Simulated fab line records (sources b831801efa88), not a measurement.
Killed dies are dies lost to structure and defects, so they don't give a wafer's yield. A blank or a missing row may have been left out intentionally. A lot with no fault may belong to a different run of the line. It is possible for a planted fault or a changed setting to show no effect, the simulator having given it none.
The same fault as seen by 2 desks :: flow sky130 :: numbers are kept per desk, each desk with only its own; the story behind them comes last

## METROLOGY DESK
What the gauges read, lot by lot, whatever tool the lot ran on: means of the sampled wafers that have a number. The brackets show how far a lot's mean lies from the usual mean; more than 4 standard deviations puts the lot out of limits, marked OUT.
Columns: A = VT_ADJUST_LVTN_OVL at SKY_VT_ADJUST_LVTN_OVL_MEAS_07, usual 2.0 nm; B = POLY_CUT_OVL at SKY_POLY_CUT_OVL_MEAS_09, usual 7 nm
lot: L299
first seen here: day 7 00:36
A: 3.5
B: 3

lot: L300
first seen here: day 7 05:54
A: 3.0
B: 11

lot: L301
first seen here: day 7 14:24
A: 2.1
B: 6

lot: L303
first seen here: day 8 00:21
A: 2.3
B: 7

lot: L304
first seen here: day 8 16:37
A: 2.7
B: 3

lot: L305
first seen here: day 8 20:33
A: 0.7
B: 6

lot: L307
first seen here: day 9 09:34
A: 1.4
B: -1

lot: L308
first seen here: day 9 12:33
A: 1.9
B: 4

lot: L309
first seen here: day 9 22:03
A: 2.2
B: 10

lot: L310
first seen here: day 10 04:51
A: 4.0
B: 12

lot: L311
first seen here: day 10 15:16
A: 3.1
B: -3

lot: L316
first seen here: day 11 22:07
A: 4.0
B: 4

lot: L317
first seen here: day 12 07:24
A: 2.3
B: 6
Result from this desk: across the 13 lots, nothing is out of limits.

## TOOL OWNER'S DESK, plasma_asher-01
The tool's own readings at SKY_POLY_GATE_STRIP_18 (strips in O2/N2): means of the sampled wafers that have a number, for each lot that ran on this tool. The brackets show how far a lot's mean lies from the usual mean; more than 4 standard deviations puts the lot out of limits, marked OUT.
Columns: A = chamber_pressure_mTorr at SKY_POLY_GATE_STRIP_18, usual 1500.2 mTorr; B = drypump_motor_current_A at SKY_POLY_GATE_STRIP_18, usual 6.0 A; C = oes_product_au at SKY_POLY_GATE_STRIP_18, usual 0.361 a.u.; D = strip_time_to_endpoint_s at SKY_POLY_GATE_STRIP_18, usual 3.17 s
lot: L299
first seen here: day 16 13:32
A: 1500.6
B: 6.2
C: 0.357
D: 3.15

lot: L301
first seen here: day 17 07:20
A: 1499.9
B: 6.4
C: 0.361
D: 3.17

lot: L303
first seen here: day 18 07:56
A: 1501.4
B: 6.2
C: 0.365
D: 3.15

lot: L304
first seen here: day 18 19:56
A: 1501.4
B: 6.2
C: 0.357
D: 3.14

lot: L305
first seen here: day 19 06:08
A: 1500.0
B: 5.9
C: 0.356
D: 3.20
Result from this desk: across the 5 lots, nothing is out of limits.

## TAKEN TOGETHER
At the metrology desk, nothing out of limits was observed.
Nothing out of limits was seen by the tool owner's desk.

## WHAT THE SIMULATOR HAD PUT IN
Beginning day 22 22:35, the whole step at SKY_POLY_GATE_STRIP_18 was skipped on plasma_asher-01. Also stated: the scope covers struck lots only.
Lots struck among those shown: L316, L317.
